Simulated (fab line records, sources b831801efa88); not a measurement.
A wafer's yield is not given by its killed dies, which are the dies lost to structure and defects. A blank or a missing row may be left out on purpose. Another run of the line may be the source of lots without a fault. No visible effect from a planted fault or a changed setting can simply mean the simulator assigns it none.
Problem report, 8D (eight disciplines) form, completed by code || flow gf180mcu || the parts of the form that need people (team, actions taken, sign-off) are left out

== 1. THE ISSUE ==
platen temp c at GF_VT_IMPLANT_STRIP_31 reads a mean of 243.85 C on 6 wafers of 2 lots; wafers without a fault read 249.98 C with a standard deviation of 0.18. Relative to the usual mean, that is a shift of -34 standard deviations.
The step: strips in O2/N2.
First observed at day 8 07:17: wafer L745.1, on plasma asher-04. Wafers with a number at this step in the record: 39, from 13 lots. The rule behind "out" and "out of limits": a value lying over 4 standard deviations away from the usual mean. The other wafers with a number count as sound.

== 2. WHAT IT IS, WHAT IT ISN'T ==
{"question": "which readings at this step", "is": "platen temp c, oes product au, strip time to endpoint s", "is not": "drypump motor current A, heater power w, n2 flow sccm"}
{"question": "which lots", "is": "L745, L747", "is not": "L740, L741, L742, L750, L753, L756, L757, L758, L759, L761, L762"}
{"question": "which wafers of those lots", "is": "all that have a number", "is not": "-"}
{"question": "read on which tools", "is": "plasma asher-04", "is not": "plasma asher-02, plasma asher-03"}
{"question": "when", "is": "from day 8 07:17", "is not": "up to then (9 sound wafers); but 24 sound wafers of L750, L753, L756, L757, L758, L759, L761, L762 came after"}

== 3. SUSPECTS, AND WHAT RULES EACH OUT ==
Counting: any tool at a process step up to the reading is kept as a suspect provided that every lot that is out went through it and no sound lot did after the first of them.
- plasma asher-04 at GF_VT_IMPLANT_STRIP_31 (strips in O2/N2): ruled out as a lasting fault. Sound lots L757, L758, L761, L762 ran on it after its first lot that is out, L745 (day 8 07:17).
Left after counting: nothing in the record.

== 4. THE CAUSE (what the simulator had put in) ==
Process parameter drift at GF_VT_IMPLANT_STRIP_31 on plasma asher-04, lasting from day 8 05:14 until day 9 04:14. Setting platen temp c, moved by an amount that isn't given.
Counting ruled it out, wrongly.

== 5. SEQUENCE OF EFFECTS, ordered by route ==
One row per reading whose mean, taken over the struck wafers that have a number, lies over 3 standard deviations from the usual. Readings are gone through only where the record gives a usual standard deviation; hours: the median, over the lots, of the time from a lot's start at the first step in this table giving one to that lot's start at this step; sigmas: the change measured in usual standard deviations.
{"hours": 0, "step": "GF_VT_IMPLANT_STRIP_31", "reading": "oes product au", "usual": "0.716 a.u.", "on struck wafers": 0.666, "change": -0.050, "sigmas": -12}
{"hours": 0, "step": "GF_VT_IMPLANT_STRIP_31", "reading": "platen temp c", "usual": "249.98 C", "on struck wafers": 243.85, "change": -6.13, "sigmas": -34}
{"hours": 0, "step": "GF_VT_IMPLANT_STRIP_31", "reading": "strip time to endpoint s", "usual": "12.63 s", "on struck wafers": 14.20, "change": "+1.57", "sigmas": "+31"}
It contains these process steps:
- GF_VT_IMPLANT_STRIP_31: strips in O2/N2.
At these later measuring or inspecting steps, every struck wafer for which the step has a row has a number for every such reading, and none has moved that far: GF_CONTACT_CD_MEAS_14.

== 6. HOW IT WOULD HAVE BEEN CAUGHT EARLIER ==
In this record no reading fell out of limits until day 8 07:17, 2 hours after the fault had begun at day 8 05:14.
